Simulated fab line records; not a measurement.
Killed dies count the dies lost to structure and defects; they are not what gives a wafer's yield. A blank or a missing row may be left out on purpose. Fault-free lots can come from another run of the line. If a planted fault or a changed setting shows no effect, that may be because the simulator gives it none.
Which tool is to blame? / flow sky130 / Sampling: 6 lots, 18 wafers, 2 of 708 route steps

## WHAT THE GAUGES READ, wafer by wafer
SKY_LDD_N_OVL_MEAS_07.
lot=L139; measured=day 17 17:56; on=overlay-01; LDD_N_OVL (nm)=3.0 2.4 0.3
lot=L142; measured=day 18 23:03; on=overlay-02; LDD_N_OVL (nm)=- - -
lot=L152; measured=day 23 04:13; on=overlay-02; LDD_N_OVL (nm)=0.3 -0.3 -1.5
lot=L155; measured=day 24 15:53; on=overlay-01; LDD_N_OVL (nm)=-0.4 1.3 0.8
lot=L157; measured=day 25 02:42; on=overlay-01; LDD_N_OVL (nm)=-2.8 -1.4 -1.7
lot=L159; measured=day 25 13:54; on=overlay-01; LDD_N_OVL (nm)=0.8 0.2 1.0

## WHAT TOOL EACH LOT RAN ON (gives the tool, then ch and the chambers of the sampled wafers, and finally the start)
lot=L139; SKY_LDD_N_EXPOSE_04=iline_stepper-01 ch 0, day 17 03:20
lot=L142; SKY_LDD_N_EXPOSE_04=iline_stepper-02 ch 0, day 18 08:05
lot=L152; SKY_LDD_N_EXPOSE_04=iline_stepper-02 ch 0, day 22 13:49
lot=L155; SKY_LDD_N_EXPOSE_04=iline_stepper-01 ch 0, day 24 01:32
lot=L157; SKY_LDD_N_EXPOSE_04=iline_stepper-02 ch 0, day 24 12:23
lot=L159; SKY_LDD_N_EXPOSE_04=iline_stepper-01 ch 0, day 24 23:47
- SKY_LDD_N_EXPOSE_04: exposes mask NTM, target cd 840 nm.

## THE ANSWER, worked out from the rows above alone
Rule: the usual values come from the lots themselves. The widest of any qualifying gaps counts: lots, ordered by their means at a reading, are off when they make up no more than a third of the lots, leave a main group of 4 or more, and stand apart from it by 3 or more times the standard deviation of that group's means. Not used: any main group whose means are identical at the precision the tables above print for the reading. A lot without any number at a reading at which 4 lots or more have one is off too. The other lots that the step has rows for count as sound.
Off: L142, seen at SKY_LDD_N_OVL_MEAS_07 (LDD_N_OVL). Without a number there: L142. For the main group the mean is 0.1 nm and the standard deviation 1.3.
If a tool, at a process step before that reading, ran all the lots that are off and no sound lot after the first of them, it fits. Gauges at SKY_LDD_N_OVL_MEAS_07: tried the same way as those tools. No candidate that was tried fits.

## WHAT THE SIMULATOR HAD INSERTED
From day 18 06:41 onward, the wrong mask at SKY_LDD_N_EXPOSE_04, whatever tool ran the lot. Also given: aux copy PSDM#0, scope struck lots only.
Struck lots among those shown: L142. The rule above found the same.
